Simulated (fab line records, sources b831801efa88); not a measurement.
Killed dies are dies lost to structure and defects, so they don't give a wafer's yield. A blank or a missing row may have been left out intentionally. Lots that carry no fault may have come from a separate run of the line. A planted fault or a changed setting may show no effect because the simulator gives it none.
A lot that was struck, set against a sound lot	flow sky130	15 out of 708 route steps
Sound: the wafers L358.3, L358.4, L358.5. The struck wafers were L370.1, L370.3, L370.5. At the end, the cause is stated.
Per side, at each step with rows, come the tool, then ch with its chambers, and then its first start. Under that, the readings that differ: sound wafers	struck wafers	difference of the means	sigmas: that difference in standard deviations of wafers without a fault.
alike: same words and numbers on both sides, and readings whose means sit less than 2 such deviations apart. not compared: any withheld reading, any reading some wafer has no value for, any bound like >300 that may hide the same value, and any number with overlapping values for which the record gives no deviation.
The two part at a step that has a row with sigmas, a row that says differs or no value, or rows on one side only. When numbers do not overlap yet have no deviation, they are printed without sigmas and do not part them. A reading missing from all wafers of one side parts the sides only when that side holds two or more wafers.

first, 4 steps without rows for these wafers: SKY_VIA1_SOFTBAKE_08 (time 90 s); SKY_VIA1_EXPOSE_09 (exposes mask VIM, target cd 150 nm); SKY_VIA1_PEB_10; SKY_VIA1_DEVELOP_11 (develop time 60 s).
SKY_VIA1_CD_MEAS_12: target cd 150 nm.
  sound on cd sem-01, day 32 23:35; struck on cd sem-02, day 43 23:32
  alike: cd nm
SKY_VIA1_OVL_MEAS_13:
  sound on overlay-01, day 32 23:40; struck on overlay-01, day 43 23:40
  alike: VIA1_OVL
SKY_VIA1_ETCH_14: etches BARC in N2/H2, stops on SiO2, time 45.9 s, target depth 60 nm.
  sound on rie diel-04 ch 0,1,3, day 32 23:41; struck on rie diel-03 ch 0,1, day 43 23:41
  alike: drypump motor current A, oes product au, throttle valve pct
  not compared: rf hours counter h
SKY_VIA1_ETCH_15: etches SiO2 in C4F8/O2/Ar, stops on TiN, target depth 351 nm, time 54 s.
  sound on rie diel-04 ch 0,1,3, day 32 23:44; struck on rie diel-03 ch 0,1, day 43 23:44
  alike: oes product au
  not compared: rf hours counter h
SKY_VIA1_STRIP_16: strips in O2/N2.
  sound on plasma asher-01 ch 0,1, day 32 23:49; struck on plasma asher-02 ch 0, day 43 23:47
reading	sound	struck	difference	sigmas
strip time to endpoint s (s)	4.446 4.427 4.464	4.531 4.512 4.501	+0.069	+3
  alike: drypump motor current A, oes product au
  not compared: rf hours counter h
then, 3 steps without rows for these wafers: SKY_VIA1_STRIP_17 (strips in post etch residue remover, time 1200 s); SKY_VIA1_CLEAN_18 (cleans in IPA, time 180 s); SKY_VIA1_CLEAN_19 (cleans in O3/DIW).
SKY_VIA1_SPUTTER_20: material TiN, target thk 20 nm, time 80 s.
  sound on pvd sputter-03, day 33 00:25; struck on pvd sputter-03, day 44 00:22
  no value came back on the struck wafers for cathode dc power W (W), chamber pressure pa (Pa), throttle valve pct (%); on the sound wafers cathode dc power W (W) reads 4000.6 3998.9 3999.1
SKY_VIA1_CVD_21: deposits W, target thk 270 nm, time 80.902 s.
  sound on cvd w-02 ch 0,1, day 33 00:30; struck on cvd w-02 ch 0,1, day 44 00:26
  alike: heater power w, susceptor temp C
-- the record jumps here: 9 days lie between the struck wafers' starts before and after (it left off in module VIA1 and takes up again in module PAD_OPEN, whose first step shown is number 708 of the route) --
SKY_PAD_OPEN_PROBE_99:
  sound on prober-02, day 45 01:49; struck on prober-02, day 52 16:37
reading	sound	struck	difference	sigmas
defect limited yield (%)	83.9 79.5 81.1	0 0 0	-82	-43
killed_at_M0_to_M3	35 59 36	438 453 448	+403	+58
killed dies	79 101 93	492 492 492	+401	+43
killed on rim	21 20 16	96 96 96	+77	+19
sort_bin_5_function (%)	7.9 13.6 10.0	90.4 93.5 92.1	+81.5	+58
sort n pass	413 391 399	0 0 0	-401	-43
sort yield pct (%)	83.9 79.5 81.1	0 0 0	-82	-43
  alike: killed_at_M4_up, killed at contacts, killed at front end, killed at other, killed open, killed short, sort_bin_3_pad_short, sort_bin_6_memory

## WHERE THEY PART
Last at SKY_PAD_OPEN_PROBE_99 as far as this record goes, first at SKY_VIA1_STRIP_16.

WHY: what the simulator had put in
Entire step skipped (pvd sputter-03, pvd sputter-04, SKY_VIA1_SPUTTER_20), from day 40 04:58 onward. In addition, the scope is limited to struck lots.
